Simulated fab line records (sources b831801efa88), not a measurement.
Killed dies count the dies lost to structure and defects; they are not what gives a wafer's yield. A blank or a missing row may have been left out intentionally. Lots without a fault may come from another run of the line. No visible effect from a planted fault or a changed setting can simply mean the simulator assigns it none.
fab line records	flow gf180mcu	part 1 of 2: steps 1 to 24 of 33
record lots=5	wafers=15	lastDay=34
route steps=602 shown V4@476 MIM@503
lots that met no fault: from a run of the same line without faults
startH: hours from the record's first day to the start of the lot's first wafer shown	waitH: hours since the lot's step before	" repeats the value in the row above	L1.1+2: one row covering several wafers at once	- either no value or no given start	* or withheld: withheld	< > ~ a bound
route shown NAME@n: names a module that has steps shown in the file, with the first one's number in the route	usual: average and standard deviation across the fault-free wafers	same: alike in all rows	chamber/n: place in a boat	sites: each site's reading	_std_site: the values' standard deviation	_edge_site: outer sites' mean less inner sites'	radiusMm: for every site, how far away it sits from the centre of the wafer	mask NAME#n: copy n	behind: the last tool/chamber to shape the wafer	hold: why the lot went on hold/how many hours it stayed there/how the hold came to an end	device: which transistor (n, p or np) failed to switch	end of line: the tests these same wafers got at the end of their route	step lacking rows: just its recipe	killed: not the wafer's yield, but the dies lost to structure and defects at the first sort	map: a wafer's dies, marking killed ones x, the rest . and places with no die _
set.NAME: the setting as run; set.NAME@STEP: as run at that earlier step	model.NAME: the simulator's own value behind a step, which no gauge read
a table for each step, a row for each wafer; lots at some steps of the route
services: the hour from which a tool's chamber was out of use, counted from the record's first day as startH (under 0 if before that day), plus the number of hours and why
## steps
# step GF_V4_CVD_00
# recipe material=SiO2	targetThkNm=600	sigmaOpenFrac=0.3	tempC=400	timeS=100	sih4FlowSccm=60	pressureMtorr=6
# usual pressureMtorr=6.000/0.012
lot.wafer	tool	chamber	startH	waitH	pressureMtorr
L087.1	hdpcvd-02	2	653.55	0.0	6.022
L087.4	"	1	"	"	5.990
L087.5	"	0	"	"	6.012
L088.4	hdpcvd-02	1	662.86	0.0	5.991
L088.5	"	0	"	"	5.997
L088.6	"	2	"	"	6.001
L090.2	hdpcvd-02	2	677.42	0.0	5.995
L090.3	"	0	"	"	5.999
L090.5	"	2	"	"	5.993
L093.1	hdpcvd-02	2	701.32	0.0	5.971
L093.2	"	1	"	"	5.991
L093.4	"	0	"	"	5.997
L095.1	hdpcvd-01	0	708.39	0.0	5.998
L095.2	"	2	"	"	6.007
L095.5	"	1	"	"	6.027
# step GF_V4_THK_MEAS_01
# recipe reads=SiO2_of_V4_CVD_00
# usual V4_CVD_00_THK=602/5.1
lot.wafer	tool	chamber	startH	waitH	V4_CVD_00_THK[nm]
L087.1	filmMetro-04	-	653.63	0.0	599
L087.4	"	-	"	"	602
L087.5	"	-	"	"	596
L088.4	filmMetro-01	-	662.93	0.0	603
L088.5	"	-	"	"	606
L088.6	"	-	"	"	599
L090.2	filmMetro-01	-	677.51	0.0	609
L090.3	"	-	"	"	607
L090.5	"	-	"	"	595
L093.1	filmMetro-01	-	701.40	0.0	599
L093.2	"	-	"	"	604
L093.4	"	-	"	"	596
L095.1	filmMetro-02	-	708.46	0.0	600
L095.2	"	-	"	"	604
L095.5	"	-	"	"	591
# step GF_V4_CVD_02
# recipe material=SiO2	targetThkNm=850	precursor=TEOS	tempC=400	timeS=94.851	rfW=600
# usual heaterPowerW=625/91
lot.wafer	tool	chamber	startH	waitH	heaterPowerW
L087.1	pecvd-04	0	653.69	0.1	639
L087.4	"	2	"	"	559
L087.5	"	0	"	"	657
L088.4	pecvd-04	1	663.00	0.1	647
L088.5	"	2	"	"	463
L088.6	"	0	"	"	631
L090.2	pecvd-01	1	677.56	0.0	617
L090.3	"	2	"	"	664
L090.5	"	0	"	"	669
L093.1	pecvd-04	1	701.46	0.1	749
L093.2	"	2	"	"	483
L093.4	"	0	"	"	644
L095.1	pecvd-04	1	708.52	0.1	759
L095.2	"	2	"	"	496
L095.5	"	2	"	"	535
# step GF_V4_THK_MEAS_03
# recipe reads=SiO2_of_V4_CVD_02
# usual V4_CVD_02_THK=848/10
lot.wafer	tool	chamber	startH	waitH	V4_CVD_02_THK[nm]
L087.1	filmMetro-04	-	653.76	0.0	841
L087.4	"	-	"	"	854
L087.5	"	-	"	"	845
L088.4	filmMetro-02	-	663.06	0.0	848
L088.5	"	-	"	"	847
L088.6	"	-	"	"	842
L090.2	filmMetro-02	-	677.64	0.0	866
L090.3	"	-	"	"	850
L090.5	"	-	"	"	859
L093.1	filmMetro-02	-	701.52	0.0	844
L093.2	"	-	"	"	838
L093.4	"	-	"	"	868
L095.1	filmMetro-04	-	708.59	0.0	843
L095.2	"	-	"	"	847
L095.5	"	-	"	"	853
# step GF_V4_CMP_04
# recipe material=SiO2	downForcePsi=4	platenRpm=60	padVelocityMS=0.94248
# usual motorCurrentA=12.1/1.6	timeToEndpointS=80/4.9
lot.wafer	tool	chamber	startH	waitH	motorCurrentA	timeToEndpointS
L087.1	cmp-02	2	653.92	0.1	14.9	77
L087.4	"	3	"	"	10.3	84
L087.5	"	1	"	"	10.7	79
L088.4	cmp-02	2	663.62	0.5	14.4	79
L088.6	"	3	"	"	10.3	77
L088.5	"	0	"	"	12.7	82
L090.3	cmp-02	3	677.74	0.1	10.3	81
L090.2	"	1	"	"	11.9	86
L090.5	"	3	"	"	10.7	87
L093.4	cmp-01	0	701.58	0.0	13.1	94
L093.1	"	1	"	"	11.3	82
L093.2	"	3	"	"	10.9	77
L095.1	cmp-01	3	708.89	0.3	10.4	81
L095.2	"	1	"	"	10.8	82
L095.5	"	2	"	"	14.3	85
# step GF_V4_BOW_MEAS_05
# recipe mode=bow
# usual V4_BOW=135/8.1
lot.wafer	tool	chamber	startH	waitH	V4_BOW[um]
L087.1	filmMetro-04	-	654.12	0.1	156
L087.4	"	-	"	"	140
L087.5	"	-	"	"	144
L088.4	filmMetro-02	-	663.83	0.2	130
L088.5	"	-	"	"	146
L088.6	"	-	"	"	137
L090.2	filmMetro-01	-	678.01	0.1	133
L090.3	"	-	"	"	131
L090.5	"	-	"	"	127
L093.1	filmMetro-04	-	701.88	0.2	111
L093.2	"	-	"	"	132
L093.4	"	-	"	"	123
L095.1	filmMetro-04	-	709.14	0.2	125
L095.2	"	-	"	"	125
L095.5	"	-	"	"	138
# step GF_V4_DEHYDRATE_06
# recipe tempC=200	timeS=60
# usual chillPlateTempC=23.01/0.1	exhaustPa=44.9/0.92
lot.wafer	tool	chamber	startH	waitH	chillPlateTempC	exhaustPa
L087.1	lithoTrack-03	0	663.46	9.3	22.88	44.7
L087.4	"	0	"	"	22.84	45.1
L087.5	"	0	"	"	23.00	44.4
L088.4	lithoTrack-03	0	672.68	8.8	22.99	44.1
L088.5	"	0	"	"	23.07	43.4
L088.6	"	0	"	"	22.95	43.0
L090.2	lithoTrack-03	0	687.13	9.1	22.88	46.0
L090.3	"	0	"	"	22.83	45.0
L090.5	"	0	"	"	22.71	46.2
L093.1	lithoTrack-01	0	710.17	8.3	23.18	44.3
L093.2	"	0	"	"	22.98	43.6
L093.4	"	0	"	"	23.12	44.4
L095.1	lithoTrack-03	0	718.51	9.3	22.96	44.6
L095.2	"	0	"	"	22.85	44.1
L095.5	"	0	"	"	23.01	44.7
# step GF_V4_HMDS_07
# recipe primeTimeS=60	primeTempC=120
# usual chillPlateTempC=23.01/0.12	exhaustPa=44.8/0.85
lot.wafer	tool	chamber	startH	waitH	chillPlateTempC	exhaustPa
L087.1	lithoTrack-03	0	663.61	0.1	23.17	46.1
L087.4	"	0	"	"	23.10	45.5
L087.5	"	0	"	"	22.93	46.1
L088.4	lithoTrack-03	0	672.83	0.1	23.10	46.4
L088.5	"	0	"	"	23.05	45.8
L088.6	"	0	"	"	22.99	46.3
L090.2	lithoTrack-03	0	687.28	0.1	23.28	45.6
L090.3	"	0	"	"	23.00	44.4
L090.5	"	0	"	"	23.06	43.8
L093.1	lithoTrack-01	0	710.32	0.1	23.01	44.5
L093.2	"	0	"	"	23.09	45.4
L093.4	"	0	"	"	23.09	45.3
L095.1	lithoTrack-03	0	718.66	0.1	22.78	45.0
L095.2	"	0	"	"	22.85	45.2
L095.5	"	0	"	"	22.59	44.4
# step GF_V4_COAT_08
# recipe resist=BARC	tempC=withheld	timeS=withheld	spinRpm=withheld	resistThkNm=withheld
# usual chillPlateTempC=*	exhaustPa=44.8/0.87
lot.wafer	tool	chamber	startH	waitH	chillPlateTempC	exhaustPa
L087.1	lithoTrack-03	0	663.76	0.1	*	46.0
L087.4	"	0	"	"	*	44.3
L087.5	"	0	"	"	*	44.6
L088.4	lithoTrack-03	0	672.98	0.1	*	43.6
L088.5	"	0	"	"	*	45.0
L088.6	"	0	"	"	*	43.2
L090.2	lithoTrack-03	0	687.43	0.1	*	45.0
L090.3	"	0	"	"	*	44.6
L090.5	"	0	"	"	*	45.3
L093.1	lithoTrack-01	0	710.47	0.1	*	45.9
L093.2	"	0	"	"	*	46.9
L093.4	"	0	"	"	*	46.0
L095.1	lithoTrack-03	0	718.81	0.1	*	45.8
L095.2	"	0	"	"	*	46.2
L095.5	"	0	"	"	*	45.5
# step GF_V4_COAT_09
# recipe resist=KrF	spinRpm=withheld	resistThkNm=1000
# usual chillPlateTempC=23.00/0.1	exhaustPa=44.7/0.88
lot.wafer	tool	chamber	startH	waitH	chillPlateTempC	exhaustPa
L087.1	lithoTrack-03	0	-	-	22.98	44.0
L087.4	"	0	"	"	22.94	44.8
L087.5	"	0	"	"	22.91	43.7
L088.4	lithoTrack-03	0	-	-	23.17	45.2
L088.5	"	0	"	"	23.22	45.5
L088.6	"	0	"	"	23.07	45.4
L090.2	lithoTrack-03	0	-	-	22.94	43.7
L090.3	"	0	"	"	22.99	43.4
L090.5	"	0	"	"	23.06	44.3
L093.1	lithoTrack-01	0	-	-	23.07	44.4
L093.2	"	0	"	"	23.22	44.9
L093.4	"	0	"	"	23.14	44.0
L095.1	lithoTrack-03	0	-	-	22.99	43.5
L095.2	"	0	"	"	23.08	44.9
L095.5	"	0	"	"	23.02	44.0
# step GF_V4_SOFTBAKE_10
# recipe tempC=130	timeS=60	resist=KrF
# usual chillPlateTempC=22.99/0.1	exhaustPa=45.2/0.96
lot.wafer	tool	chamber	startH	waitH	chillPlateTempC	exhaustPa
L087.1	lithoTrack-03	0	-	-	22.80	44.8
L087.4	"	0	"	"	22.83	44.6
L087.5	"	0	"	"	22.94	44.1
L088.4	lithoTrack-03	0	-	-	22.99	45.0
L088.5	"	0	"	"	23.10	44.4
L088.6	"	0	"	"	22.98	44.8
L090.2	lithoTrack-03	0	-	-	22.86	46.0
L090.3	"	0	"	"	23.17	44.7
L090.5	"	0	"	"	22.98	44.9
L093.1	lithoTrack-01	0	-	-	22.99	44.1
L093.2	"	0	"	"	22.91	43.8
L093.4	"	0	"	"	22.94	45.0
L095.1	lithoTrack-03	0	-	-	22.89	44.1
L095.2	"	0	"	"	22.97	42.7
L095.5	"	0	"	"	22.95	44.7
# step GF_V4_EXPOSE_11
# recipe maskId=Via4	targetCdNm=260	na=0.68	sourceShape=conventional	sigmaOuter=0.6	doseMj=38
# usual exposureDoseMJCm2=37.94/0.038
lot.wafer	tool	chamber	startH	waitH	mask	exposureDoseMJCm2
L087.1	krfScanner-01	0	-	-	Via4#0	37.93
L087.4	"	0	"	"	Via4#0	37.94
L087.5	"	0	"	"	Via4#0	37.93
L088.4	krfScanner-02	0	-	-	Via4#0	37.91
L088.5	"	0	"	"	Via4#0	37.91
L088.6	"	0	"	"	Via4#0	37.87
L090.2	krfScanner-01	0	-	-	Via4#0	37.95
L090.3	"	0	"	"	Via4#0	37.99
L090.5	"	0	"	"	Via4#0	37.98
L093.1	krfScanner-01	0	-	-	Via4#0	37.96
L093.2	"	0	"	"	Via4#0	37.92
L093.4	"	0	"	"	Via4#0	37.93
L095.1	krfScanner-02	0	-	-	Via4#0	37.94
L095.2	"	0	"	"	Via4#0	37.98
L095.5	"	0	"	"	Via4#0	37.95
# step GF_V4_PEB_12
# recipe pebTempC=135	pebTimeS=90	resist=KrF
# usual chillPlateTempC=23.00/0.1	exhaustPa=45.0/0.91
lot.wafer	tool	chamber	startH	waitH	chillPlateTempC	exhaustPa
L087.1	lithoTrack-01	0	-	-	22.84	44.0
L087.4	"	0	"	"	23.02	44.8
L087.5	"	0	"	"	22.95	45.5
L088.4	lithoTrack-02	0	-	-	22.87	45.3
L088.5	"	0	"	"	22.99	45.1
L088.6	"	0	"	"	22.84	45.6
L090.2	lithoTrack-01	0	-	-	23.04	45.5
L090.3	"	0	"	"	22.99	45.7
L090.5	"	0	"	"	23.01	44.9
L093.1	lithoTrack-02	0	-	-	23.03	45.8
L093.2	"	0	"	"	22.88	45.9
L093.4	"	0	"	"	22.97	45.5
L095.1	lithoTrack-03	0	-	-	22.82	42.4
L095.2	"	0	"	"	23.01	43.7
L095.5	"	0	"	"	22.83	43.1
# step GF_V4_DEVELOP_13
# recipe developTimeS=60	resist=KrF	devTempC=21
# usual chillPlateTempC=22.98/0.11	exhaustPa=45.0/0.91
lot.wafer	tool	chamber	startH	waitH	chillPlateTempC	exhaustPa
L087.1	lithoTrack-01	0	673.62	0.2	22.82	47.2
L087.4	"	0	"	"	22.85	45.7
L087.5	"	0	"	"	23.02	46.7
L088.4	lithoTrack-02	0	682.87	0.1	22.72	46.0
L088.5	"	0	"	"	22.95	46.2
L088.6	"	0	"	"	22.92	45.5
L090.2	lithoTrack-01	0	696.85	0.2	23.09	45.1
L090.3	"	0	"	"	23.18	45.3
L090.5	"	0	"	"	23.15	46.9
L093.1	lithoTrack-02	0	720.50	0.2	23.12	44.4
L093.2	"	0	"	"	23.14	46.7
L093.4	"	0	"	"	23.14	45.1
L095.1	lithoTrack-03	0	727.91	0.2	23.16	43.8
L095.2	"	0	"	"	22.97	44.3
L095.5	"	0	"	"	22.91	44.5
# step GF_V4_CD_MEAS_14
# recipe targetCdNm=260
# usual cdNm=260.1/1.1
lot.wafer	tool	chamber	startH	waitH	cdNm
L087.1	cdSem-01	-	673.77	0.1	259.1
L087.4	"	-	"	"	259.1
L087.5	"	-	"	"	259.8
L088.4	cdSem-02	-	683.01	0.1	259.1
L088.5	"	-	"	"	259.0
L088.6	"	-	"	"	259.2
L090.2	cdSem-01	-	696.99	0.1	259.1
L090.3	"	-	"	"	261.4
L090.5	"	-	"	"	260.6
L093.1	cdSem-02	-	720.65	0.1	259.5
L093.2	"	-	"	"	260.3
L093.4	"	-	"	"	260.2
L095.1	cdSem-01	-	728.06	0.1	258.9
L095.2	"	-	"	"	258.7
L095.5	"	-	"	"	259.3
# step GF_V4_OVL_MEAS_15
# usual V4_OVL=-5/4.7
lot.wafer	tool	chamber	startH	waitH	V4_OVL[nm]
L087.1	overlay-02	-	673.89	0.1	2
L087.4	"	-	"	"	-6
L087.5	"	-	"	"	2
L088.4	overlay-01	-	683.08	0.1	-7
L088.5	"	-	"	"	-7
L088.6	"	-	"	"	-3
L090.2	overlay-02	-	697.10	0.1	-1
L090.3	"	-	"	"	-11
L090.5	"	-	"	"	-2
L093.1	overlay-02	-	720.77	0.1	-3
L093.2	"	-	"	"	-1
L093.4	"	-	"	"	0
L095.1	overlay-01	-	728.18	0.1	-12
L095.2	"	-	"	"	-6
L095.5	"	-	"	"	-8
# step GF_V4_ETCH_16
# recipe chemistry=N2/H2	targetDepthA=withheld	overetchA=withheld	timeS=withheld	target=BARC	ionEnergyEv=200	sourceW=500	biasW=100	pressureMtorr=30	n2FlowSccm=100	h2FlowSccm=200
# usual chamberPressureMTorr=29.997/0.026	drypumpMotorCurrentA=5.5/0.43	n2FlowSccm=99.99/0.3	oesProductAu=0.855/0.005	throttleValvePct=13.224/0.0096
lot.wafer	tool	chamber	startH	waitH	chamberPressureMTorr	drypumpMotorCurrentA	n2FlowSccm	oesProductAu	throttleValvePct
L087.1	rieDiel-02	2	673.93	0.0	29.978	5.9	100.44	0.859	13.225
L087.4	"	0	"	"	29.981	4.9	100.33	0.855	13.224
L087.5	"	2	"	"	29.922	5.9	100.30	0.859	13.218
L088.4	rieDiel-01	3	683.10	0.0	29.988	6.1	100.15	0.863	13.224
L088.5	"	0	"	"	30.005	5.1	99.99	0.854	13.233
L088.6	"	1	"	"	30.029	4.7	100.34	0.854	13.223
L090.2	rieDiel-02	0	697.13	0.0	30.043	4.9	100.63	0.857	13.225
L090.3	"	2	"	"	29.990	5.8	99.82	0.860	13.239
L090.5	"	0	"	"	29.997	4.9	100.39	0.867	13.227
L093.1	rieDiel-03	1	720.80	0.0	29.985	5.6	100.12	0.854	13.233
L093.2	"	2	"	"	30.036	5.8	100.34	0.852	13.232
L093.4	"	0	"	"	30.000	5.8	99.80	0.848	13.217
L095.1	rieDiel-02	3	728.21	0.0	30.001	5.8	100.46	0.858	13.226
L095.2	"	2	"	"	29.944	5.9	99.84	0.842	13.240
L095.5	"	1	"	"	29.956	5.6	99.96	0.853	13.237
# step GF_V4_ETCH_17
# recipe chemistry=C4F8/O2/Ar	maskMaterial=KrF	target=SiO2	stopOn=TiN	sourceW=1500	biasW=1200	pressureMtorr=40	c4f8FlowSccm=withheld	O2_flow_sccm=6	Ar_flow_sccm=300	timeS=withheld	targetDepthA=6300
# usual chamberPressureMTorr=40.00/0.036	oesProductAu=0.857/0.0045
lot.wafer	tool	chamber	startH	waitH	chamberPressureMTorr	oesProductAu
L087.1	rieDiel-02	2	-	-	39.96	0.858
L087.4	"	0	"	"	40.05	0.853
L087.5	"	2	"	"	40.02	0.848
L088.4	rieDiel-01	3	-	-	40.06	0.859
L088.5	"	0	"	"	39.97	0.852
L088.6	"	1	"	"	40.01	0.855
L090.2	rieDiel-02	0	-	-	40.00	0.860
L090.3	"	2	"	"	39.98	0.852
L090.5	"	0	"	"	39.99	0.864
L093.1	rieDiel-03	1	-	-	39.99	0.855
L093.2	"	2	"	"	40.02	0.860
L093.4	"	0	"	"	40.01	0.858
L095.1	rieDiel-02	3	-	-	39.96	0.854
L095.2	"	2	"	"	39.95	0.861
L095.5	"	1	"	"	40.03	0.855
# step GF_V4_STRIP_18
# recipe chemistry=O2/N2	powerW=1400	pressureMtorr=1500	platenTempC=250	o2FlowSccm=3000	n2FlowSccm=300	overashFraction=0.5473
# usual chamberPressureMTorr=1500.0/1.4	drypumpMotorCurrentA=5.9/0.55	heaterPowerW=348/33	n2FlowSccm=299.8/0.93	oesProductAu=0.594/0.0051	platenTempC=250.01/0.18
lot.wafer	tool	chamber	startH	waitH	chamberPressureMTorr	drypumpMotorCurrentA	heaterPowerW	n2FlowSccm	oesProductAu	platenTempC	rfHoursCounterH
L087.1	plasmaAsher-04	1	674.06	-	1500.9	6.5	401	299.5	0.588	249.76	25
L087.4	"	1	"	"	1498.6	6.4	401	299.7	0.596	250.29	-
L087.5	"	0	"	"	1498.5	5.2	365	300.3	0.598	250.16	-
L088.4	plasmaAsher-02	1	683.26	-	1500.6	6.4	313	300.7	0.600	250.02	-
L088.5	"	0	"	"	1501.0	5.6	339	300.5	0.593	250.15	-
L088.6	"	1	"	"	1503.5	6.5	318	299.7	0.599	250.02	-
L090.2	plasmaAsher-02	1	697.26	-	1500.3	6.4	323	301.4	0.593	249.73	103
L090.3	"	0	"	"	1501.9	5.6	336	298.6	0.599	249.98	-
L090.5	"	1	"	"	1497.5	6.4	323	301.5	0.595	250.20	-
L093.1	plasmaAsher-04	0	720.93	-	1500.5	5.2	354	302.2	0.589	250.19	32
L093.2	"	1	"	"	1498.6	6.4	393	299.9	0.591	250.05	32
L093.4	"	0	"	"	1498.3	5.2	351	299.7	0.594	250.26	-
L095.1	plasmaAsher-04	0	728.34	-	1497.9	5.2	359	299.1	0.591	249.65	33
L095.2	"	1	"	"	1499.7	6.4	398	300.1	0.597	249.83	33
L095.5	"	0	"	"	1502.2	5.2	349	299.5	0.601	249.73	-
# step GF_V4_STRIP_19
# recipe chemistry=postEtchResidueRemover	timeS=1200	tempC=72.5
lot.wafer	tool	chamber	startH	waitH
L087.1+4+5	wetBench-03	3	674.16	0.1
L088.4+5+6	wetBench-02	0	683.33	0.0
L090.2+3+5	wetBench-03	1	697.36	0.1
L093.1+2+4	wetBench-01	2	721.03	0.1
L095.1+2+5	wetBench-03	2	728.44	0.1
# step GF_V4_CLEAN_20
# recipe chemistry=DIW	dry=n2Spin
lot.wafer	tool	chamber	startH	waitH
L087.1+4+5	wetBench-02	2	674.50	0.0
L088.4+5+6	wetBench-03	1	683.67	0.0
L090.2+3+5	wetBench-01	0	698.04	0.0
L093.1+2+4	wetBench-03	2	721.37	0.0
L095.1+2+5	wetBench-02	1	728.78	0.0
# step GF_V4_SPUTTER_21
# recipe material=Ti	targetThkNm=15	chamberPressurePa=5	powerW=2500	substrateTempC=200	timeS=80.02
# usual throttleValvePct=30.4/1.1
lot.wafer	tool	chamber	startH	waitH	throttleValvePct
L087.1	pvdSputter-02	-	674.59	0.0	29.7
L087.4	"	-	"	"	29.7
L087.5	"	-	"	"	30.7
L088.4	pvdSputter-02	-	683.76	0.0	29.5
L088.5	"	-	"	"	32.0
L088.6	"	-	"	"	29.7
L090.2	pvdSputter-03	-	698.13	0.0	32.0
L090.3	"	-	"	"	29.2
L090.5	"	-	"	"	29.4
L093.1	pvdSputter-03	-	721.46	0.0	32.0
L093.2	"	-	"	"	30.1
L093.4	"	-	"	"	28.9
L095.1	pvdSputter-03	-	728.88	0.0	31.7
L095.2	"	-	"	"	29.0
L095.5	"	-	"	"	29.1
# step GF_V4_SPUTTER_22
# recipe material=TiN	targetThkNm=10	chamberPressurePa=5	powerW=4000	timeS=40
# usual throttleValvePct=30.4/1.1
lot.wafer	tool	chamber	startH	waitH	throttleValvePct
L087.1	pvdSputter-02	-	674.65	0.0	29.6
L087.4	"	-	"	"	29.6
L087.5	"	-	"	"	30.6
L088.4	pvdSputter-02	-	683.82	0.0	29.6
L088.5	"	-	"	"	32.2
L088.6	"	-	"	"	29.7
L090.2	pvdSputter-03	-	698.19	0.0	31.8
L090.3	"	-	"	"	28.8
L090.5	"	-	"	"	29.3
L093.1	pvdSputter-03	-	721.52	0.0	31.8
L093.2	"	-	"	"	29.7
L093.4	"	-	"	"	29.2
L095.1	pvdSputter-03	-	728.94	0.0	32.0
L095.2	"	-	"	"	29.2
L095.5	"	-	"	"	29.3
# step GF_V4_CVD_23
# recipe material=W	targetThkNm=350	timeS=104.9	tempC=400	pressureTorr=40
# usual heaterPowerW=819/95
lot.wafer	tool	chamber	startH	waitH	heaterPowerW
L087.1	cvdW-01	1	674.69	0.0	670
L087.4	"	0	"	"	929
L087.5	"	0	"	"	969
L088.4	cvdW-01	0	683.90	0.1	965
L088.5	"	1	"	"	655
L088.6	"	0	"	"	917
L090.2	cvdW-01	1	698.23	0.0	654
L090.3	"	1	"	"	664
L090.5	"	1	"	"	659
L093.1	cvdW-01	0	721.56	0.0	961
L093.2	"	1	"	"	657
L093.4	"	0	"	"	932
L095.1	cvdW-01	0	728.98	0.0	920
L095.2	"	1	"	"	658
L095.5	"	1	"	"	647
